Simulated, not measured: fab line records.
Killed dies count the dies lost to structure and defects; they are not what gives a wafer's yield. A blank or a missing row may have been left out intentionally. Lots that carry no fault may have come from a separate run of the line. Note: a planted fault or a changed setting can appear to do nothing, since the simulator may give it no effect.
2 desks looking at one fault	flow gf180mcu	numbers are kept per desk, each desk with only its own; the story behind them comes last

## DESK OF THE TOOL OWNER: pvdSputter-03
The tool's own readings at GF_TOP_METAL_SPUTTER_02 (material AlCu, target thk 900 nm, time 47.82 s): means of the sampled wafers that have a number, for each lot that ran on this tool. Marked OUT: a lot whose mean sits more than 4 standard deviations from the usual mean, which makes it out of limits; the brackets give that distance.
Columns: A = throttleValvePct at GF_TOP_METAL_SPUTTER_02, usual 30.0 %
lot	first seen here	A
L683	day 27 10:45	30.4
L684	day 27 18:55	29.9
L687	day 28 12:32	30.5
L690	day 29 11:36	30.4
L700	day 32 05:11	29.8
L701	day 32 08:37	30.0
This desk found nothing out of limits on any of the 6 lots.

## AT THE METROLOGY DESK
Means of the sampled wafers that have a number, per lot and without regard to the tool the lot ran on: this is what the gauges read. Marked OUT: a lot whose mean sits more than 4 standard deviations from the usual mean, which makes it out of limits; the brackets give that distance.
Columns: A = cdNm at GF_M4_CD_MEAS_14, usual 280.1 nm; B = TOP_METAL_ALCU_RS at GF_TOP_METAL_RS_MEAS_05, usual 0.03272 ohm/sq; C = TOP_METAL_ALCU_THK at GF_TOP_METAL_THK_MEAS_06, usual 880 nm
lot	first seen here	A	B	C
L683	day 23 14:16	280.2	0.03323	873
L684	day 23 23:22	280.4	0.03266	888
L687	day 24 18:38	281.2	0.03264	883
L689	day 25 08:18	279.5	0.03275	884
L690	day 25 21:18	282.7	0.03287	875
L700	day 28 22:35	278.6	0.03368	865
L701	day 29 01:49	279.5	0.03365	863
L704	day 30 01:10	278.4	0.03263	884
L705	day 30 03:23	280.4	0.03281	878
L706	day 30 11:47	282.3	0.03255	882
This desk found nothing out of limits on any of the 10 lots.

## BROUGHT TOGETHER
Nothing out of limits was seen by the tool owner's desk.
Metrology desk: nothing out of limits seen.

## WHAT THE SIMULATOR PUT IN
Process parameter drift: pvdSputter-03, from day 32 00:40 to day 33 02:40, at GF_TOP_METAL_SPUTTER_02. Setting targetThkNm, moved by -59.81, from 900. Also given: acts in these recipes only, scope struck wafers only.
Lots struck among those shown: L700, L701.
